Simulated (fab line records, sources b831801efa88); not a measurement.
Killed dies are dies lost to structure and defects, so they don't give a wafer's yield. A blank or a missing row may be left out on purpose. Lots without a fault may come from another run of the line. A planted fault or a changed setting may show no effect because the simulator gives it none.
A struck lot beside a sound one | flow gf180mcu | 18 steps out of a route of 602
Sound: wafers L585.1, L585.4, L585.6. Struck: wafers L591.1, L591.5. The cause comes at the end.
At each step with rows: each side's tool, then ch and its chambers, then its first start. Under that, the readings that differ: sound wafers | struck wafers | difference of the means | sigmas: that difference in standard deviations of wafers without a fault.
alike: readings whose means differ by less than 2 such deviations, and words and numbers that are the same on both sides. not compared: withheld readings, readings that some wafer has no value for, bounds like >300 that may hide the same value, and numbers for which the record gives no deviation and whose values overlap.
The two part at a step that has a row with sigmas, a row that says differs or no value, or rows on one side only. Numbers that don't overlap but have no deviation are shown without sigmas and don't part them. A reading that every wafer of one side lacks parts them only if that side has two wafers or more.

first, 3 steps without rows for these wafers: GF_V1_EXPOSE_11 (exposes mask Via1, target cd 260 nm); GF_V1_PEB_12 (peb time 90 s); GF_V1_DEVELOP_13 (develop time 60 s).
GF_V1_CD_MEAS_14: target cd 260 nm.
  sound on cd_sem-02, day 21 03:39; struck on cd_sem-01, day 23 07:37
  reading    | sound             | struck      | difference | sigmas
  cd_nm (nm) | 258.6 258.6 259.4 | 262.2 262.0 | +3.2       | +2
GF_V1_OVL_MEAS_15:
  sound on overlay-01, day 21 03:46; struck on overlay-02, day 23 07:44
  alike: V1_OVL
GF_V1_ETCH_16: etches BARC in N2/H2.
  sound on rie_diel-01 ch 0,2, day 21 03:48; struck on rie_diel-04 ch 0,1, day 23 07:46
  alike: drypump_motor_current_A, oes_product_au, throttle_valve_pct
then, 1 step without rows for these wafers: GF_V1_ETCH_17 (etches SiO2 in C4F8/O2/Ar, stops on TiN, target depth 630 nm).
GF_V1_STRIP_18: strips in O2/N2.
  sound on plasma_asher-01 ch 1, day 21 03:56; struck on plasma_asher-01 ch 0,1, day 23 07:54
  alike: drypump_motor_current_A, heater_power_w, oes_product_au
  not compared: rf_hours_counter_h
then, 2 steps without rows for these wafers: GF_V1_STRIP_19 (strips in post etch residue remover, time 1200 s); GF_V1_CLEAN_20 (cleans in DIW).
GF_V1_SPUTTER_21: material Ti, target thk 15 nm, time 80.02 s.
  sound on pvd_sputter-03, day 21 04:28; struck on pvd_sputter-03, day 23 08:28
  alike: chamber_pressure_pa, throttle_valve_pct
GF_V1_SPUTTER_22: material TiN, target thk 10 nm, time 40 s.
  sound on pvd_sputter-03, day 21 04:32; struck on pvd_sputter-03, day 23 08:32
  alike: chamber_pressure_pa, throttle_valve_pct
GF_V1_CVD_23: deposits W, target thk 350 nm, time 105.05 s.
  sound on cvd_w-01 ch 0,1, day 21 04:34; struck on cvd_w-02 ch 0, day 23 08:34
  reading                          | sound             | struck      | difference | sigmas
  model.W_of_V1_CVD_23.thk_nm (nm) | 348.2 346.1 343.7 | 207.9 206.3 | -138.9     |
  alike: heater_power_w
GF_V1_RS_MEAS_24: measures by four-point-probe.
  sound on film_metro-03, day 21 04:41; struck on film_metro-03, day 23 08:41
  reading          | sound             | struck      | difference | sigmas
  V1_W_RS (ohm/sq) | 0.329 0.331 0.333 | 0.554 0.559 | +0.225     | +73
GF_V1_THK_MEAS_25: measures by xrf.
  sound on film_metro-03, day 21 04:48; struck on film_metro-03, day 23 08:48
  reading       | sound       | struck  | difference | sigmas
  V1_W_THK (nm) | 356 355 352 | 210 209 | -145       | -24
GF_V1_CMP_26: polishes, stops on SiO2, t overpolish 15 s, target thk 0 nm.
  sound on cmp-01 ch 2,3, day 21 04:52; struck on cmp-01 ch 1, day 23 08:52
  reading                | sound    | struck | difference | sigmas
  time_to_endpoint_s (s) | 81 80 77 | 50 52  | -28        | -9
  alike: motor_current_A
GF_M2_SPUTTER_00: material Ti, target thk 37.5 nm, time 150 s.
  sound on pvd_sputter-02, day 21 05:10; struck on pvd_sputter-02, day 23 09:10
  alike: chamber_pressure_pa, throttle_valve_pct
-- the record jumps here: 10 days lie between the struck wafers' starts before and after (it left off in module M2 and takes up again in module PASSIVATION, whose first step shown is number 602 of the route) --
GF_PASSIVATION_PROBE_99:
  the record has rows for the struck wafers here (prober-02, day 32 22:54) and none for the sound ones

WHERE THEY PART
First at GF_V1_CD_MEAS_14; last, within this record, at GF_PASSIVATION_PROBE_99.

WHY: what the simulator had put in
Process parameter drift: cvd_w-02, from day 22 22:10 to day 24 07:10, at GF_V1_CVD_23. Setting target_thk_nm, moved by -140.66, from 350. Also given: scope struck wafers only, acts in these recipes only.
